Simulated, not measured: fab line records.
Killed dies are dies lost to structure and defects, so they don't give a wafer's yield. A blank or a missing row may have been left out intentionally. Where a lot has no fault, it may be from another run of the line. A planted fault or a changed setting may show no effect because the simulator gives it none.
fab line records	flow gf180mcu	part 1 of 2: steps 1 to 27 of 34
[record] lots = 5	wafers = 15	lastDay = 33
route steps=602 shown M4@475 V4@476 MIM@503
lots that met no fault: from a run of the same line without faults
startH: hours from the record's opening day to when the first of the lot's shown wafers began	waitH: time in hours since the lot's previous step	" same as the row above	L1.1+2: a single row standing in for several wafers	- either no value or no given start	* or withheld: withheld	< > ~ a bound
route shown NAME@n: a module of which the file shows steps, and the number in the route of the first	usual: mean/standard deviation taken from wafers without a fault	same: alike in all rows	chamber/n: place in a boat	sites: each site's reading	_std_site: the standard deviation of these	_edge_site: mean of outer sites minus mean of inner sites	radiusMm: for every site, how far away it sits from the centre of the wafer	mask NAME#n: copy n	behind: the last tool/chamber to shape the wafer	hold: cause of the lot's hold/its duration in hours/its outcome	device: the transistor (n, p or np) that didn't switch	end of line: the route-end tests of the same wafers	where a step has no rows: the recipe by itself	killed: at the first sort, the dies lost to defects and structure; wafer yield is something else	map: per-die view of a wafer (x killed, . not killed, _ where there is no die)
set.NAME: the run value of the setting; set.NAME@STEP: its run value at that earlier step	model.NAME: the simulator's own value behind a step, which no gauge read
lots at some steps of the route; a table a step, a row a wafer
services: from which hour (startH, from the record's first day; less than 0 if before it) a tool's chamber was out of use, for how many hours, and why
[[steps]]
[step GF_M4_CLEAN_19]
[recipe] chemistry = DIW	dry = n2Spin
lot.wafer	tool	chamber	startH	waitH
L083.2+4+5	wetBench-04	1	625.80	0.0
L086.2+3+4	wetBench-04	1	645.46	0.0
L092.1+2+4	wetBench-04	2	677.27	0.0
L091.1+5+6	wetBench-03	1	678.83	0.0
L093.3+5+6	wetBench-02	2	692.33	0.0
[step GF_V4_CVD_00]
[recipe] material = SiO2	targetThkNm = 600	sigmaOpenFrac = 0.3	tempC = 400	timeS = 100	sih4FlowSccm = 62.55	pressureMtorr = 6
lot.wafer	tool	chamber	startH	waitH
L083.2+4+5	hdpcvd-01	1,0,1	625.90	0.0
L086.2+3+4	hdpcvd-01	2,1,1	645.56	0.0
L092.1+2+4	hdpcvd-02	0,2,0	677.36	0.0
L091.1+5+6	hdpcvd-01	0,2,0	678.92	0.0
L093.3+5+6	hdpcvd-02	2,2,1	692.42	0.0
[step GF_V4_THK_MEAS_01]
[recipe] reads = SiO2_of_V4_CVD_00
[usual] V4_CVD_00_THK = 627/5.1
lot.wafer	tool	chamber	startH	waitH	V4_CVD_00_THK[nm]
L083.2	filmMetro-01	-	625.98	0.0	627
L083.4	"	-	"	"	624
L083.5	"	-	"	"	628
L086.2	filmMetro-04	-	645.64	0.0	632
L086.3	"	-	"	"	633
L086.4	"	-	"	"	631
L092.1	filmMetro-02	-	677.44	0.0	627
L092.2	"	-	"	"	622
L092.4	"	-	"	"	634
L091.1	filmMetro-01	-	678.99	0.0	626
L091.5	"	-	"	"	628
L091.6	"	-	"	"	628
L093.3	filmMetro-04	-	692.51	0.1	638
L093.5	"	-	"	"	622
L093.6	"	-	"	"	633
[step GF_V4_CVD_02]
[recipe] material = SiO2	targetThkNm = 850	precursor = TEOS	tempC = 400	timeS = 94.851	rfW = 600
[usual] heaterPowerW = 723/95
lot.wafer	tool	chamber	startH	waitH	heaterPowerW
L083.2	pecvd-02	0	626.03	0.0	616
L083.4	"	2	"	"	786
L083.5	"	1	"	"	638
L086.2	pecvd-02	2	645.69	0.0	811
L086.3	"	1	"	"	643
L086.4	"	2	"	"	855
L092.1	pecvd-02	0	677.50	0.1	606
L092.2	"	2	"	"	716
L092.4	"	2	"	"	763
L091.1	pecvd-03	2	679.05	0.1	603
L091.5	"	2	"	"	706
L091.6	"	1	"	"	852
L093.3	pecvd-04	2	692.55	0.0	719
L093.5	"	2	"	"	775
L093.6	"	0	"	"	647
[step GF_V4_THK_MEAS_03]
[recipe] reads = SiO2_of_V4_CVD_02
[usual] V4_CVD_02_THK = 854/9.9
lot.wafer	tool	chamber	startH	waitH	V4_CVD_02_THK[nm]
L083.2	filmMetro-01	-	626.11	0.0	841
L083.4	"	-	"	"	853
L083.5	"	-	"	"	857
L086.2	filmMetro-04	-	645.77	0.0	837
L086.3	"	-	"	"	843
L086.4	"	-	"	"	861
L092.1	filmMetro-04	-	677.57	0.0	842
L092.2	"	-	"	"	840
L092.4	"	-	"	"	862
L091.1	filmMetro-04	-	679.16	0.1	850
L091.5	"	-	"	"	861
L091.6	"	-	"	"	853
L093.3	filmMetro-01	-	692.64	0.1	868
L093.5	"	-	"	"	872
L093.6	"	-	"	"	867
[step GF_V4_CMP_04]
[recipe] material = SiO2	downForcePsi = 4	platenRpm = 60	padVelocityMS = 0.94248
[usual] motorCurrentA = 12.3/1	timeToEndpointS = 83/4.5
lot.wafer	tool	chamber	startH	waitH	motorCurrentA	timeToEndpointS
L083.2	cmp-01	1	626.16	0.0	11.0	80
L083.4	"	0	"	"	13.1	81
L083.5	"	2	"	"	11.4	88
L086.2	cmp-02	3	645.82	0.0	14.3	77
L086.3	"	0	"	"	11.3	79
L086.4	"	2	"	"	12.1	84
L092.2	cmp-02	3	677.63	0.0	13.9	76
L092.4	"	1	"	"	12.2	83
L092.1	"	2	"	"	12.4	77
L091.1	cmp-01	2	679.27	0.1	10.7	86
L091.5	"	1	"	"	11.5	88
L091.6	"	2	"	"	11.0	85
L093.3	cmp-01	3	692.83	0.2	12.5	85
L093.6	"	0	"	"	13.0	86
L093.5	"	1	"	"	11.3	92
[step GF_V4_BOW_MEAS_05]
[recipe] mode = bow
[usual] V4_BOW = 137/9.6
lot.wafer	tool	chamber	startH	waitH	V4_BOW[um]
L083.2	filmMetro-02	-	626.48	0.3	134
L083.4	"	-	"	"	148
L083.5	"	-	"	"	138
L086.2	filmMetro-02	-	646.14	0.3	158
L086.3	"	-	"	"	148
L086.4	"	-	"	"	154
L092.1	filmMetro-04	-	677.93	0.1	143
L092.2	"	-	"	"	141
L092.4	"	-	"	"	139
L091.1	filmMetro-01	-	679.52	0.2	145
L091.5	"	-	"	"	143
L091.6	"	-	"	"	134
L093.3	filmMetro-01	-	693.02	0.1	138
L093.5	"	-	"	"	143
L093.6	"	-	"	"	141
[step GF_V4_DEHYDRATE_06]
[recipe] tempC = 200	timeS = 60
[usual] resistLineTempC = 23.02/0.1
lot.wafer	tool	chamber	startH	waitH	resistLineTempC
L083.2	lithoTrack-04	0	636.32	9.8	23.25
L083.4	"	0	"	"	22.97
L083.5	"	0	"	"	23.06
L086.2	lithoTrack-04	0	655.87	9.7	22.90
L086.3	"	0	"	"	22.86
L086.4	"	0	"	"	23.00
L092.1	lithoTrack-04	0	686.70	8.8	22.88
L092.2	"	0	"	"	23.09
L092.4	"	0	"	"	22.94
L091.1	lithoTrack-04	0	688.20	8.7	22.91
L091.5	"	0	"	"	23.02
L091.6	"	0	"	"	22.97
L093.3	lithoTrack-01	0	701.67	8.6	23.03
L093.5	"	0	"	"	22.92
L093.6	"	0	"	"	22.92
[step GF_V4_HMDS_07]
[recipe] primeTimeS = 60	primeTempC = 119.3
[usual] resistLineTempC = 23.01/0.11
lot.wafer	tool	chamber	startH	waitH	resistLineTempC
L083.2	lithoTrack-04	0	636.47	0.1	22.98
L083.4	"	0	"	"	22.91
L083.5	"	0	"	"	22.96
L086.2	lithoTrack-04	0	656.02	0.1	22.83
L086.3	"	0	"	"	23.02
L086.4	"	0	"	"	22.84
L092.1	lithoTrack-04	0	686.85	0.1	23.21
L092.2	"	0	"	"	22.95
L092.4	"	0	"	"	22.99
L091.1	lithoTrack-04	0	688.35	0.1	23.09
L091.5	"	0	"	"	23.08
L091.6	"	0	"	"	23.07
L093.3	lithoTrack-01	0	701.82	0.1	22.98
L093.5	"	0	"	"	23.03
L093.6	"	0	"	"	22.76
[step GF_V4_COAT_08]
[recipe] resist = BARC	tempC = withheld	timeS = withheld	spinRpm = withheld	resistThkNm = withheld
[usual] resistLineTempC = *
lot.wafer	tool	chamber	startH	waitH	resistLineTempC
L083.2	lithoTrack-04	0	636.62	0.1	*
L083.4	"	0	"	"	*
L083.5	"	0	"	"	*
L086.2	lithoTrack-04	0	656.17	0.1	*
L086.3	"	0	"	"	*
L086.4	"	0	"	"	*
L092.1	lithoTrack-04	0	687.00	0.1	*
L092.2	"	0	"	"	*
L092.4	"	0	"	"	*
L091.1	lithoTrack-04	0	688.50	0.1	*
L091.5	"	0	"	"	*
L091.6	"	0	"	"	*
L093.3	lithoTrack-01	0	701.97	0.1	*
L093.5	"	0	"	"	*
L093.6	"	0	"	"	*
[step GF_V4_COAT_09]
[recipe] resist = KrF	spinRpm = withheld	resistThkNm = 1000
[usual] resistLineTempC = 22.99/0.12
lot.wafer	tool	chamber	startH	waitH	resistLineTempC
L083.2	lithoTrack-04	0	-	-	23.22
L083.4	"	0	"	"	23.01
L083.5	"	0	"	"	22.97
L086.2	lithoTrack-04	0	-	-	22.87
L086.3	"	0	"	"	22.85
L086.4	"	0	"	"	22.74
L092.1	lithoTrack-04	0	-	-	22.93
L092.2	"	0	"	"	22.91
L092.4	"	0	"	"	23.00
L091.1	lithoTrack-04	0	-	-	23.13
L091.5	"	0	"	"	23.15
L091.6	"	0	"	"	22.96
L093.3	lithoTrack-01	0	-	-	22.91
L093.5	"	0	"	"	23.02
L093.6	"	0	"	"	22.88
[step GF_V4_SOFTBAKE_10]
[recipe] tempC = 130	timeS = 60	resist = KrF
[usual] resistLineTempC = 22.98/0.093
lot.wafer	tool	chamber	startH	waitH	resistLineTempC
L083.2	lithoTrack-04	0	-	-	22.85
L083.4	"	0	"	"	22.92
L083.5	"	0	"	"	23.06
L086.2	lithoTrack-04	0	-	-	23.07
L086.3	"	0	"	"	23.01
L086.4	"	0	"	"	23.00
L092.1	lithoTrack-04	0	-	-	22.99
L092.2	"	0	"	"	22.97
L092.4	"	0	"	"	22.88
L091.1	lithoTrack-04	0	-	-	23.04
L091.5	"	0	"	"	22.96
L091.6	"	0	"	"	22.99
L093.3	lithoTrack-01	0	-	-	23.23
L093.5	"	0	"	"	23.05
L093.6	"	0	"	"	22.85
[step GF_V4_EXPOSE_11]
[recipe] maskId = Via4	targetCdNm = 260	na = 0.68	sourceShape = conventional	sigmaOuter = 0.6	doseMj = 38
lot.wafer	tool	chamber	startH	waitH	mask
L083.2+4+5	krfScanner-02	0	-	-	Via4#0
L086.2+3+4	krfScanner-02	0	-	-	Via4#0
L092.1+2+4	krfScanner-02	0	-	-	Via4#0
L091.1+5+6	krfScanner-01	0	-	-	Via4#0
L093.3+5+6	krfScanner-02	0	-	-	Via4#0
[step GF_V4_PEB_12]
[recipe] pebTempC = 135	pebTimeS = 90	resist = KrF
[usual] resistLineTempC = 22.98/0.095
lot.wafer	tool	chamber	startH	waitH	resistLineTempC
L083.2	lithoTrack-01	0	-	-	22.80
L083.4	"	0	"	"	22.79
L083.5	"	0	"	"	22.91
L086.2	lithoTrack-04	0	-	-	22.89
L086.3	"	0	"	"	22.98
L086.4	"	0	"	"	23.07
L092.1	lithoTrack-04	0	-	-	22.93
L092.2	"	0	"	"	23.06
L092.4	"	0	"	"	23.11
L091.1	lithoTrack-02	0	-	-	23.08
L091.5	"	0	"	"	23.00
L091.6	"	0	"	"	23.04
L093.3	lithoTrack-04	0	-	-	23.02
L093.5	"	0	"	"	23.00
L093.6	"	0	"	"	23.02
[step GF_V4_DEVELOP_13]
[recipe] developTimeS = 60	resist = KrF	devTempC = 21
[usual] resistLineTempC = 23.00/0.11
lot.wafer	tool	chamber	startH	waitH	resistLineTempC
L083.2	lithoTrack-01	0	646.35	0.2	23.04
L083.4	"	0	"	"	23.08
L083.5	"	0	"	"	23.08
L086.2	lithoTrack-04	0	665.52	0.2	23.14
L086.3	"	0	"	"	23.16
L086.4	"	0	"	"	23.04
L092.1	lithoTrack-04	0	696.60	0.2	23.23
L092.2	"	0	"	"	22.96
L092.4	"	0	"	"	23.32
L091.1	lithoTrack-02	0	698.21	0.2	22.99
L091.5	"	0	"	"	22.83
L091.6	"	0	"	"	22.91
L093.3	lithoTrack-04	0	711.55	0.1	23.08
L093.5	"	0	"	"	23.19
L093.6	"	0	"	"	23.02
[step GF_V4_CD_MEAS_14]
[recipe] targetCdNm = 260
[usual] cdNm = 259.7/1.1
lot.wafer	tool	chamber	startH	waitH	cdNm
L083.2	cdSem-02	-	646.49	0.1	258.0
L083.4	"	-	"	"	259.3
L083.5	"	-	"	"	258.8
L086.2	cdSem-01	-	665.67	0.1	260.2
L086.3	"	-	"	"	258.9
L086.4	"	-	"	"	259.1
L092.1	cdSem-02	-	696.75	0.1	260.1
L092.2	"	-	"	"	261.1
L092.4	"	-	"	"	260.2
L091.1	cdSem-02	-	698.36	0.1	258.1
L091.5	"	-	"	"	259.7
L091.6	"	-	"	"	259.6
L093.3	cdSem-01	-	711.69	0.1	260.4
L093.5	"	-	"	"	261.0
L093.6	"	-	"	"	260.6
[step GF_V4_OVL_MEAS_15]
[usual] V4_OVL = -1/5.7
lot.wafer	tool	chamber	startH	waitH	V4_OVL[nm]
L083.2	overlay-01	-	646.60	0.1	8
L083.4	"	-	"	"	12
L083.5	"	-	"	"	1
L086.2	overlay-02	-	665.77	0.1	2
L086.3	"	-	"	"	-8
L086.4	"	-	"	"	0
L092.1	overlay-02	-	696.87	0.1	6
L092.2	"	-	"	"	1
L092.4	"	-	"	"	8
L091.1	overlay-01	-	698.48	0.1	-7
L091.5	"	-	"	"	1
L091.6	"	-	"	"	-6
L093.3	overlay-02	-	711.78	0.1	-4
L093.5	"	-	"	"	-3
L093.6	"	-	"	"	-12
[step GF_V4_ETCH_16]
[recipe] chemistry = N2/H2	targetDepthA = withheld	overetchA = withheld	timeS = withheld	target = BARC	ionEnergyEv = 200	sourceW = 500	biasW = 100	pressureMtorr = 30	n2FlowSccm = 100	h2FlowSccm = 200
[usual] chamberPressureMTorr = 30.000/0.029	drypumpMotorCurrentA = 5.7/0.48	oesProductAu = 0.856/0.0047	throttleValvePct = 13.225/0.0094
lot.wafer	tool	chamber	startH	waitH	chamberPressureMTorr	drypumpMotorCurrentA	oesProductAu	throttleValvePct
L083.2	rieDiel-04	1	646.63	0.0	29.921	6.7	0.855	13.235
L083.4	"	2	"	"	29.951	5.6	0.867	13.239
L083.5	"	2	"	"	29.992	5.6	0.864	13.226
L086.2	rieDiel-01	1	665.80	0.0	30.013	5.0	0.865	13.239
L086.3	"	3	"	"	30.081	5.9	0.853	13.210
L086.4	"	2	"	"	29.982	5.2	0.850	13.232
L092.1	rieDiel-04	0	696.90	0.0	29.927	5.6	0.851	13.217
L092.2	"	3	"	"	29.970	5.9	0.851	13.245
L092.4	"	1	"	"	29.972	6.7	0.859	13.218
L091.1	rieDiel-01	1	698.52	0.0	29.959	5.0	0.855	13.231
L091.5	"	1	"	"	29.998	5.0	0.851	13.214
L091.6	"	2	"	"	30.058	5.3	0.856	13.225
L093.3	rieDiel-01	3	711.80	0.0	29.999	5.9	0.859	13.218
L093.5	"	3	"	"	30.025	5.9	0.852	13.211
L093.6	"	0	"	"	29.988	5.6	0.858	13.221
[step GF_V4_ETCH_17]
[recipe] chemistry = C4F8/O2/Ar	maskMaterial = KrF	target = SiO2	stopOn = TiN	sourceW = 1500	biasW = 1200	pressureMtorr = 40	c4f8FlowSccm = withheld	O2_flow_sccm = 6	Ar_flow_sccm = 300	timeS = withheld	targetDepthA = 6300
[usual] chamberPressureMTorr = 40.00/0.038	oesProductAu = 0.856/0.0044
lot.wafer	tool	chamber	startH	waitH	chamberPressureMTorr	oesProductAu
L083.2	rieDiel-04	1	-	-	40.04	0.850
L083.4	"	2	"	"	39.94	0.860
L083.5	"	2	"	"	40.04	0.857
L086.2	rieDiel-01	1	-	-	39.98	0.857
L086.3	"	3	"	"	40.04	0.854
L086.4	"	2	"	"	40.08	0.853
L092.1	rieDiel-04	0	-	-	40.04	0.848
L092.2	"	3	"	"	39.96	0.854
L092.4	"	1	"	"	39.98	0.866
L091.1	rieDiel-01	1	-	-	39.99	0.860
L091.5	"	1	"	"	40.03	0.862
L091.6	"	2	"	"	39.98	0.856
L093.3	rieDiel-01	3	-	-	40.01	0.849
L093.5	"	3	"	"	39.92	0.860
L093.6	"	0	"	"	40.04	0.854
[step GF_V4_STRIP_18]
[recipe] chemistry = O2/N2	powerW = 1400	pressureMtorr = 1500	platenTempC = 250	o2FlowSccm = 3000	n2FlowSccm = 300	overashFraction = 0.5
[usual] chamberPressureMTorr = 1500.2/1.4	drypumpMotorCurrentA = 5.9/0.51	heaterPowerW = 341/34	o2FlowSccm = 2999/8.8	oesProductAu = 0.593/0.0047
lot.wafer	tool	chamber	startH	waitH	chamberPressureMTorr	drypumpMotorCurrentA	heaterPowerW	o2FlowSccm	oesProductAu	rfHoursCounterH
L083.2	plasmaAsher-01	0	646.76	-	1502.3	6.5	399	3004	0.593	20
L083.4	"	0	"	"	1498.2	6.5	390	2984	0.585	-
L083.5	"	1	"	"	1499.1	5.6	369	3002	0.591	-
L086.2	plasmaAsher-03	0	665.93	-	1500.9	6.2	319	2993	0.589	90
L086.3	"	1	"	"	1503.4	6.2	339	3008	0.590	-
L086.4	"	0	"	"	1498.9	6.2	307	2983	0.598	-
L092.1	plasmaAsher-03	0	697.03	-	1499.2	6.1	314	2988	0.584	95
L092.2	"	1	"	"	1501.1	6.2	343	3005	0.594	95
L092.4	"	0	"	"	1502.1	6.2	314	3006	0.587	-
L091.1	plasmaAsher-03	1	698.65	-	1501.9	6.2	334	3000	0.581	95
L091.5	"	0	"	"	1501.9	6.2	317	3008	0.597	-
L091.6	"	1	"	"	1498.0	6.2	350	3004	0.591	-
L093.3	plasmaAsher-01	0	711.96	-	1503.4	6.5	393	2998	0.598	-
L093.5	"	1	"	"	1499.2	5.6	375	2980	0.593	-
L093.6	"	0	"	"	1500.9	6.5	385	3003	0.600	-
[step GF_V4_STRIP_19]
[recipe] chemistry = postEtchResidueRemover	timeS = 1200	tempC = 72.5
lot.wafer	tool	chamber	startH	waitH
L083.2+4+5	wetBench-02	0	646.86	0.1
L086.2+3+4	wetBench-03	0	666.03	0.1
L092.1+2+4	wetBench-03	3	697.13	0.1
L091.1+5+6	wetBench-02	1	698.75	0.1
L093.3+5+6	wetBench-02	3	712.03	0.0
[step GF_V4_CLEAN_20]
[recipe] chemistry = DIW	dry = n2Spin
lot.wafer	tool	chamber	startH	waitH
L083.2+4+5	wetBench-01	0	647.23	0.0
L086.2+3+4	wetBench-02	0	666.37	0.0
L092.1+2+4	wetBench-01	1	697.50	0.0
L091.1+5+6	wetBench-03	2	699.09	0.0
L093.3+5+6	wetBench-01	3	712.37	0.0
[step GF_V4_SPUTTER_21]
[recipe] material = Ti	targetThkNm = 15	chamberPressurePa = 5	powerW = 2500	substrateTempC = 200	timeS = 80.02
[usual] cathodeDcPowerW = 2500.1/0.44	substrateTempC = 199.99/0.16	throttleValvePct = 29.7/1.1
lot.wafer	tool	chamber	startH	waitH	cathodeDcPowerW	substrateTempC	throttleValvePct
L083.2	pvdSputter-03	-	647.41	0.0	2500.6	200.00	31.5
L083.4	"	-	"	"	2500.5	200.17	30.1
L083.5	"	-	"	"	2500.3	200.16	28.0
L086.2	pvdSputter-03	-	666.48	0.0	2499.3	200.07	28.0
L086.3	"	-	"	"	2500.5	200.06	30.4
L086.4	"	-	"	"	2500.5	200.00	28.0
L092.1	pvdSputter-02	-	697.59	0.0	2500.6	200.04	30.3
L092.2	"	-	"	"	2500.0	199.91	29.6
L092.4	"	-	"	"	2500.6	199.77	28.8
L091.1	pvdSputter-03	-	699.19	0.0	2499.3	200.13	30.4
L091.5	"	-	"	"	2499.6	199.69	31.0
L091.6	"	-	"	"	2500.5	199.80	29.9
L093.3	pvdSputter-03	-	712.48	0.0	2500.2	200.04	31.6
L093.5	"	-	"	"	2500.3	200.02	28.1
L093.6	"	-	"	"	2499.5	200.09	30.5
[step GF_V4_SPUTTER_22]
[recipe] material = TiN	targetThkNm = 10	chamberPressurePa = 5	powerW = 4000	timeS = 40
[usual] cathodeDcPowerW = 4000.0/0.74	throttleValvePct = 29.7/1.1
lot.wafer	tool	chamber	startH	waitH	cathodeDcPowerW	throttleValvePct
L083.2	pvdSputter-03	-	647.47	0.0	4000.6	31.4
L083.4	"	-	"	"	4000.6	30.3
L083.5	"	-	"	"	4000.6	28.1
L086.2	pvdSputter-03	-	666.54	0.0	3999.7	28.0
L086.3	"	-	"	"	3999.6	30.3
L086.4	"	-	"	"	3999.9	27.6
L092.1	pvdSputter-02	-	697.66	0.0	4000.9	30.1
L092.2	"	-	"	"	3999.3	30.1
L092.4	"	-	"	"	3999.8	28.7
L091.1	pvdSputter-03	-	699.25	0.0	4000.1	30.6
L091.5	"	-	"	"	4001.0	31.2
L091.6	"	-	"	"	4000.3	29.9
L093.3	pvdSputter-03	-	712.54	0.0	4000.0	31.2
L093.5	"	-	"	"	4000.3	28.0
L093.6	"	-	"	"	3999.2	30.3
[step GF_V4_CVD_23]
[recipe] material = W	targetThkNm = 350	timeS = 104.9	tempC = 400	pressureTorr = 40
[usual] heaterPowerW = 817/44
lot.wafer	tool	chamber	startH	waitH	heaterPowerW
L083.2	cvdW-01	1	647.51	0.0	838
L083.4	"	0	"	"	756
L083.5	"	0	"	"	761
L086.2	cvdW-01	1	666.58	0.0	841
L086.3	"	1	"	"	841
L086.4	"	0	"	"	767
L092.1	cvdW-02	1	697.69	0.0	797
L092.2	"	0	"	"	890
L092.4	"	1	"	"	804
L091.1	cvdW-01	1	699.29	0.0	830
L091.5	"	1	"	"	842
L091.6	"	0	"	"	764
L093.3	cvdW-02	1	712.62	0.1	783
L093.5	"	0	"	"	882
L093.6	"	1	"	"	798
[step GF_V4_RS_MEAS_24]
[recipe] thkMeasGauge = four-point-probe	reads = W_of_V4_CVD_23+TiN_of_V4_SPUTTER_22+Ti_of_V4_SPUTTER_21
[usual] V4_W_RS = 0.329/0.0036
lot.wafer	tool	chamber	startH	waitH	V4_W_RS[ohm/sq]
L083.2	filmMetro-01	-	647.64	0.1	0.325
L083.4	"	-	"	"	0.325
L083.5	"	-	"	"	0.325
L086.2	filmMetro-04	-	666.71	0.1	0.334
L086.3	"	-	"	"	0.332
L086.4	"	-	"	"	0.331
L092.1	filmMetro-04	-	697.81	0.1	0.327
L092.2	"	-	"	"	0.329
L092.4	"	-	"	"	0.332
L091.1	filmMetro-02	-	699.40	0.1	0.324
L091.5	"	-	"	"	0.324
L091.6	"	-	"	"	0.326
L093.3	filmMetro-01	-	712.73	0.1	0.327
L093.5	"	-	"	"	0.329
L093.6	"	-	"	"	0.330
[step GF_V4_THK_MEAS_25]
[recipe] thkMeasGauge = xrf	reads = W_of_V4_CVD_23
[usual] V4_W_THK = 335/5
lot.wafer	tool	chamber	startH	waitH	V4_W_THK[nm]
L083.2	filmMetro-01	-	647.75	0.1	333
L083.4	"	-	"	"	336
L083.5	"	-	"	"	336
L086.2	filmMetro-04	-	666.82	0.1	330
L086.3	"	-	"	"	333
L086.4	"	-	"	"	333
L092.1	filmMetro-04	-	697.93	0.1	335
L092.2	"	-	"	"	333
L092.4	"	-	"	"	329
L091.1	filmMetro-02	-	699.52	0.1	345
L091.5	"	-	"	"	345
L091.6	"	-	"	"	344
L093.3	filmMetro-01	-	712.83	0.1	331
L093.5	"	-	"	"	332
L093.6	"	-	"	"	329
